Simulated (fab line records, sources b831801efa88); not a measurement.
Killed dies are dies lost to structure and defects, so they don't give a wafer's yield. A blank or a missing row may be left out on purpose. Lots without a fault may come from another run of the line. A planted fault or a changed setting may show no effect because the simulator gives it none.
A struck lot beside a sound one | flow sky130 | 15 steps out of a route of 708
Sound: wafers L193.1, L193.2, L193.3. Struck: wafers L202.2, L202.3, L202.4. The cause comes at the end.
At each step with rows: each side's tool, then ch and its chambers, then its first start. Under that, the readings that differ: sound wafers | struck wafers | difference of the means | sigmas: that difference in standard deviations of wafers without a fault.
alike: readings whose means differ by less than 2 such deviations, and words and numbers that are the same on both sides. not compared: withheld readings, readings that some wafer has no value for, bounds like >300 that may hide the same value, and numbers for which the record gives no deviation and whose values overlap.
The two part at a step that has a row with sigmas, a row that says differs or no value, or rows on one side only. Numbers that don't overlap but have no deviation are shown without sigmas and don't part them. A reading that every wafer of one side lacks parts them only if that side has two wafers or more.

first, 1 step without rows for these wafers: SKY_POLY_GATE_OXIDATION_20 (stabilise 600 s, purge 300 s, target thk 4 nm).
SKY_POLY_GATE_THK_MEAS_21:
  sound on film_metro-02, day 17 19:00; struck on film_metro-01, day 21 01:29
  reading                      | sound          | struck         | difference | sigmas
  POLY_GATE_OXIDATION_THK (nm) | 4.03 4.00 3.97 | 3.80 3.85 3.83 | -0.17      | -2
SKY_POLY_GATE_CD_MEAS_22:
  sound on cd_sem-01, day 17 19:04; struck on cd_sem-02, day 21 01:34
  alike: cd_nm
then, 7 steps without rows for these wafers: SKY_LDD_N_DEHYDRATE_00 (time 60 s); SKY_LDD_N_HMDS_01 (prime time 60 s); SKY_LDD_N_COAT_02 (resist thk 300 nm); SKY_LDD_N_SOFTBAKE_03 (time 60 s); SKY_LDD_N_EXPOSE_04 (exposes mask NTM, target cd 840 nm); SKY_LDD_N_PEB_05; SKY_LDD_N_DEVELOP_06 (develop time 60 s).
SKY_LDD_N_OVL_MEAS_07:
  sound on overlay-01, day 19 01:32; struck on overlay-02, day 22 08:14
  alike: LDD_N_OVL
then, 1 step without rows for these wafers: SKY_LDD_N_IMPLANT_08.
SKY_LDD_N_IMPLANT_09:
  sound on implanter-04 ch 0, day 19 01:43; struck on implanter-02 ch 0, day 22 08:26
  reading                   | sound                | struck               | difference | sigmas
  beam_energy_keV           | 20.009 19.998 19.997 | 18.407 18.407 18.404 | -1.595     | -99 or more
  model.implant.rp_nm (nm)  | 15.79 15.79 15.79    | 14.77 14.77 14.77    | -1.02      |
  model.implant.drp_nm (nm) | 7.212 7.212 7.212    | 6.81 6.81 6.81       | -0.40      |
  alike: faraday_current_uA
then, 1 step without rows for these wafers: SKY_LDD_N_IMPLANT_10.
-- the record jumps here: 26 days lie between the struck wafers' starts before and after (it left off in module LDD_N and takes up again in module PAD_OPEN, whose first step shown is number 708 of the route) --
SKY_PAD_OPEN_PROBE_99:
  sound on prober-02, day 47 02:28; struck on prober-02, day 48 19:42
  alike: killed_at_M0_to_M3, killed_at_M4_up, killed_at_contacts, killed_at_front_end, killed_at_other, killed_dies, killed_open, killed_short

WHERE THEY PART
First at SKY_POLY_GATE_THK_MEAS_21; last, within this record, at SKY_LDD_N_IMPLANT_09. Later steps at which nothing parts them and some readings are alike: SKY_PAD_OPEN_PROBE_99.

WHY: what the simulator had put in
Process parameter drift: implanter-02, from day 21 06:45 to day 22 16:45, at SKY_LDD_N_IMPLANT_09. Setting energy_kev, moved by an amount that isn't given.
